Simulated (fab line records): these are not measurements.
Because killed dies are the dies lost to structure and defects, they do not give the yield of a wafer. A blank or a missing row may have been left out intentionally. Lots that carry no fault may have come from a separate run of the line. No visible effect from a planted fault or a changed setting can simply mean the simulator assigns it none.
Which tool did it? -- flow sky130 -- 39 wafers from 13 lots sampled at 2 of the route's 708 steps

## WHAT THE GAUGES READ, wafer by wafer
Not one reading of a measure or inspect step in the record can be checked against a usual standard deviation.

## TOOL THAT RAN EACH LOT (tool first, then ch and the chambers of the sampled wafers, then the start)
lot,SKY_METAL1_METAL_ETCH_19,SKY_METAL1_STRIP_20
L852,"rieMetal-02 ch 0,1, day 32 16:19","plasmaAsher-03 ch 0,1, day 32 16:25"
L854,"rieMetal-04 ch 0,1, day 33 03:23","plasmaAsher-01 ch 0,1, day 33 03:29"
L853,"rieMetal-04 ch 0,1, day 33 11:43","plasmaAsher-01 ch 0,1, day 33 11:49"
L857,"rieMetal-03 ch 0,1, day 34 07:55","plasmaAsher-01 ch 0,1, day 34 08:00"
L858,"rieMetal-04 ch 0,1, day 34 19:36","plasmaAsher-03 ch 0,1, day 34 19:41"
L860,"rieMetal-02 ch 0,1, day 35 01:41","plasmaAsher-01 ch 0,1, day 35 01:46"
L868,"rieMetal-03 ch 0,1, day 39 00:04","plasmaAsher-03 ch 0, day 39 00:09"
L867,"rieMetal-04 ch 0,1, day 39 00:49","plasmaAsher-04 ch 1, day 39 00:55"
L870,"rieMetal-02 ch 0,1, day 39 01:58","plasmaAsher-03 ch 0,1, day 39 02:03"
L872,"rieMetal-02 ch 0,1, day 39 03:57","plasmaAsher-01 ch 0,1, day 39 04:02"
L873,"rieMetal-04 ch 0,1, day 39 04:49","plasmaAsher-04 ch 0,1, day 39 04:55"
L874,"rieMetal-02 ch 0,1, day 39 09:16","plasmaAsher-03 ch 0,1, day 39 09:22"
L875,"rieMetal-03 ch 0,1, day 39 16:16","plasmaAsher-04 ch 0,1, day 39 16:21"
- SKY_METAL1_METAL_ETCH_19: etches the open film in Cl2/BCl3, stops on SiO2, target depth 360 nm, time 78 s.
- SKY_METAL1_STRIP_20: strips in O2/N2.

## AS READ BY THE TOOLS THEMSELVES (means over the sampled wafers that have a number; for cases with no such wafer, the mark the record gives instead)
SKY_METAL1_METAL_ETCH_19. Usual: biasW 48.51 W, standard deviation 0.14; drypumpMotorCurrentA 5.6 A, standard deviation 0.37; oesProductAu 0.853 a.u., standard deviation 0.0052; throttleValvePct 22.264 %, standard deviation 0.0088.
lot,tool,biasW (W),drypumpMotorCurrentA (A),oesProductAu (a.u.),throttleValvePct (%),flag
L852,rieMetal-02,48.58,5.8,0.857,22.267,
L854,rieMetal-04,48.41,5.7,0.849,22.264,
L853,rieMetal-04,48.41,5.7,0.851,22.270,
L857,rieMetal-03,48.65,5.7,0.847,22.269,
L858,rieMetal-04,48.54,5.7,0.854,22.263,
L860,rieMetal-02,48.55,5.7,0.855,22.271,
L868,rieMetal-03,48.47,5.4,0.856,22.259,
L867,rieMetal-04,48.52,5.5,0.850,22.260,
L870,rieMetal-02,48.47,5.7,0.858,22.272,
L872,rieMetal-02,48.42,5.8,0.853,22.266,
L873,rieMetal-04,48.54,5.5,0.856,22.257,
L874,rieMetal-02,48.55,5.8,0.853,22.262,
L875,rieMetal-03,48.45,5.4,0.853,22.258,

SKY_METAL1_STRIP_20. Usual: drypumpMotorCurrentA 5.6 A, standard deviation 0.43; oesProductAu 0.344 a.u., standard deviation 0.0048; stripTimeToEndpointS 2.72 s, standard deviation 0.041.
lot,tool,drypumpMotorCurrentA (A),oesProductAu (a.u.),stripTimeToEndpointS (s),flag
L852,plasmaAsher-03,5.4,0.342,2.67,
L854,plasmaAsher-01,6.1,0.348,2.75,
L853,plasmaAsher-01,5.7,0.341,2.69,
L857,plasmaAsher-01,5.7,0.345,2.73,
L858,plasmaAsher-03,5.3,0.321,2.23,OFF
L860,plasmaAsher-01,6.1,0.340,2.74,
L868,plasmaAsher-03,5.2,0.344,2.75,
L867,plasmaAsher-04,5.7,0.347,2.71,
L870,plasmaAsher-03,5.3,0.347,2.73,
L872,plasmaAsher-01,5.7,0.346,2.74,
L873,plasmaAsher-04,5.5,0.346,2.67,
L874,plasmaAsher-03,5.3,0.342,2.72,
L875,plasmaAsher-04,5.5,0.348,2.68,

## THE ANSWER, worked out from the rows above alone
Rule: a lot is off if the mean of its wafers that have a number lies more than 3 standard deviations from the usual mean. A lot without any number at a reading at which 4 lots or more have one is off too. Any other lot the step has rows for is counted as sound. After the gauges, taken in route order, come the tools' own readings; for these a lot's mean is taken, as printed above. At the first step where some lot is off, the reading lying furthest off is the one used; lots without a number count as furthest.
Off at SKY_METAL1_STRIP_20 (stripTimeToEndpointS): L858.
If a tool, at that step or one of the process steps before it, ran each lot that is off and ran no sound lot following the first of them, it fits. Of those tried, none fits.

## WHAT HAD BEEN PUT IN BY THE SIMULATOR
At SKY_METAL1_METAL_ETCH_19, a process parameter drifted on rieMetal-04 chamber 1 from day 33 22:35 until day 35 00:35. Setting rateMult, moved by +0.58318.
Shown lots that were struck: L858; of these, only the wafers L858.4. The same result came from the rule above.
